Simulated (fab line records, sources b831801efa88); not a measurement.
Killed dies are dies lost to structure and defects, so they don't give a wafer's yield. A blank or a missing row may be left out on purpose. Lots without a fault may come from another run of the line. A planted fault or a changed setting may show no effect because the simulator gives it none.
Which tool did it? | flow gf180mcu | 11 lots, 32 wafers sampled, at 5 steps of a route of 602

WHAT THE GAUGES READ, wafer by wafer
GF_V5_BOW_MEAS_05. Usual: V5_BOW 134 um, standard deviation 9.
lot  | measured     | on            | V5_BOW (um) | flag
L162 | day 26 03:05 | film_metro-04 | 139 141 136 |
L163 | day 26 13:03 | film_metro-01 | 134 134 121 |
L164 | day 27 05:04 | film_metro-04 | 131 128 138 |
L172 | day 29 15:43 | film_metro-04 | 138 145     |
L177 | day 31 01:21 | film_metro-01 | 130 129 122 |
L180 | day 31 13:38 | film_metro-01 | 132 138 148 |
L181 | day 31 21:07 | film_metro-01 | 154 148 149 |
L182 | day 32 01:45 | film_metro-01 | 123 120 122 |
L183 | day 32 12:19 | film_metro-04 | 142 150 126 |
L184 | day 32 17:20 | film_metro-02 | 122 135 121 |
L185 | day 32 19:08 | film_metro-01 | 139 144 140 |

GF_TOP_METAL_RS_MEAS_05: measures by four-point-probe. Usual: TOP_METAL_ALCU_RS 0.03251 ohm/sq, standard deviation 0.00025.
lot  | measured     | on            | TOP_METAL_ALCU_RS (ohm/sq) | flag
L162 | day 27 01:43 | film_metro-01 | 0.03261 0.03267 0.03259    |
L163 | day 27 11:11 | film_metro-04 | 0.03249 0.03282 0.03269    |
L164 | day 28 02:44 | film_metro-04 | 0.0326 0.0331 0.03313      |
L172 | day 30 11:55 | film_metro-04 | 0.03272 0.03223            |
L177 | day 31 20:02 | film_metro-04 | 0.03253 0.03263 0.03239    |
L180 | day 32 11:04 | film_metro-04 | 0.03227 0.03224 0.03251    |
L181 | day 32 15:34 | film_metro-04 | 0.0326 0.0329 0.03235      |
L182 | day 32 20:16 | film_metro-03 | 0.03254 0.03228 0.03253    |
L183 | day 33 04:53 | film_metro-01 | 0.03245 0.03266 0.03232    |
L184 | day 33 10:35 | film_metro-04 | 0.03224 0.0323 0.03227     |
L185 | day 33 12:26 | film_metro-01 | 0.03265 0.03283 0.03263    |

WHICH TOOL RAN EACH LOT (tool, then ch and the chambers of the sampled wafers, then the start)
lot  | GF_V5_CMP_04                  | GF_V5_ETCH_17                                 | GF_TOP_METAL_SPUTTER_02
L162 | cmp-01 ch 0,1, day 26 02:49   | rie_diel-04 ch 0,2,3, day 27 01:36 or earlier | pvd_sputter-02, day 27 01:36
L163 | cmp-02 ch 0,1,3, day 26 12:44 | rie_diel-04 ch 0,3, day 27 11:05 or earlier   | pvd_sputter-03, day 27 11:05
L164 | cmp-02 ch 0,1, day 27 04:43   | rie_diel-02 ch 0,1, day 28 02:36 or earlier   | pvd_sputter-01, day 28 02:36
L172 | cmp-02 ch 2, day 29 15:21     | rie_diel-04 ch 0,3, day 30 11:46 or earlier   | pvd_sputter-03, day 30 11:46
L177 | cmp-01 ch 0,1,3, day 31 01:02 | rie_diel-03 ch 0,1,2, day 31 19:55 or earlier | pvd_sputter-03, day 31 19:55
L180 | cmp-01 ch 1,2,3, day 31 13:19 | rie_diel-03 ch 1,2,3, day 32 10:57 or earlier | pvd_sputter-03, day 32 10:57
L181 | cmp-01 ch 1,2,3, day 31 20:48 | rie_diel-04 ch 1,2,3, day 32 15:28 or earlier | pvd_sputter-03, day 32 15:28
L182 | cmp-01 ch 0,1,3, day 32 01:29 | rie_diel-04 ch 1,2,3, day 32 20:10 or earlier | pvd_sputter-03, day 32 20:10
L183 | cmp-01 ch 1,2,3, day 32 12:10 | rie_diel-04 ch 1,2,3, day 33 04:48 or earlier | pvd_sputter-01, day 33 04:48
L184 | cmp-02 ch 0,2,3, day 32 17:02 | rie_diel-02 ch 1,3, day 33 10:30 or earlier   | pvd_sputter-02, day 33 10:30
L185 | cmp-02 ch 1,2, day 32 18:53   | rie_diel-04 ch 0,3, day 33 12:21 or earlier   | pvd_sputter-01, day 33 12:21
- GF_V5_CMP_04: polishes SiO2.
- GF_V5_ETCH_17: etches SiO2 in C4F8/O2/Ar, stops on TiN, target depth 855 nm.
- GF_TOP_METAL_SPUTTER_02: material AlCu, target thk 900 nm, time 47.82 s.

WHAT THE TOOLS THEMSELVES READ (means of the sampled wafers that have a number; where no wafer has one, the mark that the record gives instead)
GF_V5_CMP_04. Usual: edge_zone_pressure_frac 1.000, standard deviation 0.0051; head_pressure_psi 4.000 psi, standard deviation 0.008; motor_current_A 12.0 A, standard deviation 1.4.
lot  | tool   | edge_zone_pressure_frac | head_pressure_psi (psi) | motor_current_A (A) | flag
L162 | cmp-01 | 1.003                   | 4.007                   | 12.0                |
L163 | cmp-02 | 0.995                   | 3.997                   | 12.1                |
L164 | cmp-02 | 0.996                   | 4.002                   | 11.1                |
L172 | cmp-02 | 0.998                   | 3.997                   | 11.8                |
L177 | cmp-01 | 0.997                   | 3.999                   | 12.5                |
L180 | cmp-01 | 0.991                   | 3.998                   | 12.2                |
L181 | cmp-01 | 1.002                   | 3.994                   | 12.2                |
L182 | cmp-01 | 1.001                   | 4.009                   | 12.5                |
L183 | cmp-01 | 1.001                   | 3.998                   | 12.3                |
L184 | cmp-02 | 1.001                   | 4.004                   | 12.1                |
L185 | cmp-02 | 1.001                   | 4.007                   | 11.2                |

GF_V5_ETCH_17. Usual: oes_product_au 0.859 a.u., standard deviation 0.0049.
lot  | tool        | oes_product_au (a.u.) | flag
L162 | rie_diel-04 | 0.857                 |
L163 | rie_diel-04 | 0.854                 |
L164 | rie_diel-02 | 0.858                 |
L172 | rie_diel-04 | 0.920                 | OFF
L177 | rie_diel-03 | 0.856                 |
L180 | rie_diel-03 | 0.863                 |
L181 | rie_diel-04 | 0.862                 |
L182 | rie_diel-04 | 0.860                 |
L183 | rie_diel-04 | 0.856                 |
L184 | rie_diel-02 | 0.860                 |
L185 | rie_diel-04 | 0.857                 |

GF_TOP_METAL_SPUTTER_02. Usual: throttle_valve_pct 29.9 %, standard deviation 0.94.
lot  | tool           | throttle_valve_pct (%) | flag
L162 | pvd_sputter-02 | 30.8                   |
L163 | pvd_sputter-03 | 30.9                   |
L164 | pvd_sputter-01 | 29.1                   |
L172 | pvd_sputter-03 | 29.9                   |
L177 | pvd_sputter-03 | 30.1                   |
L180 | pvd_sputter-03 | 30.4                   |
L181 | pvd_sputter-03 | 30.5                   |
L182 | pvd_sputter-03 | 30.2                   |
L183 | pvd_sputter-01 | 29.6                   |
L184 | pvd_sputter-02 | 30.9                   |
L185 | pvd_sputter-01 | 29.7                   |

THE ANSWER, worked out from the rows above alone
Rule: a lot is off if the mean of its wafers that have a number lies more than 3 standard deviations from the usual mean. A lot without any number at a reading at which 4 lots or more have one is off too. The other lots that the step has rows for count as sound. The gauges are gone through in route order, then the tools' own readings, and for those a lot's mean is taken as printed above. The first step at which some lot is off is used, and at that step the reading that is off furthest; a lot without a number counts as furthest.
Off: L172, at GF_V5_ETCH_17 (oes_product_au).
A tool fits if, at that step or a process step before it, it ran every lot that is off, and no sound lot after the first of them. GF_V5_ETCH_17 gives no start for some lots, so the hours and the order of its lots are those of GF_TOP_METAL_SPUTTER_02. None of those tried fits.

WHAT THE SIMULATOR HAD PUT IN
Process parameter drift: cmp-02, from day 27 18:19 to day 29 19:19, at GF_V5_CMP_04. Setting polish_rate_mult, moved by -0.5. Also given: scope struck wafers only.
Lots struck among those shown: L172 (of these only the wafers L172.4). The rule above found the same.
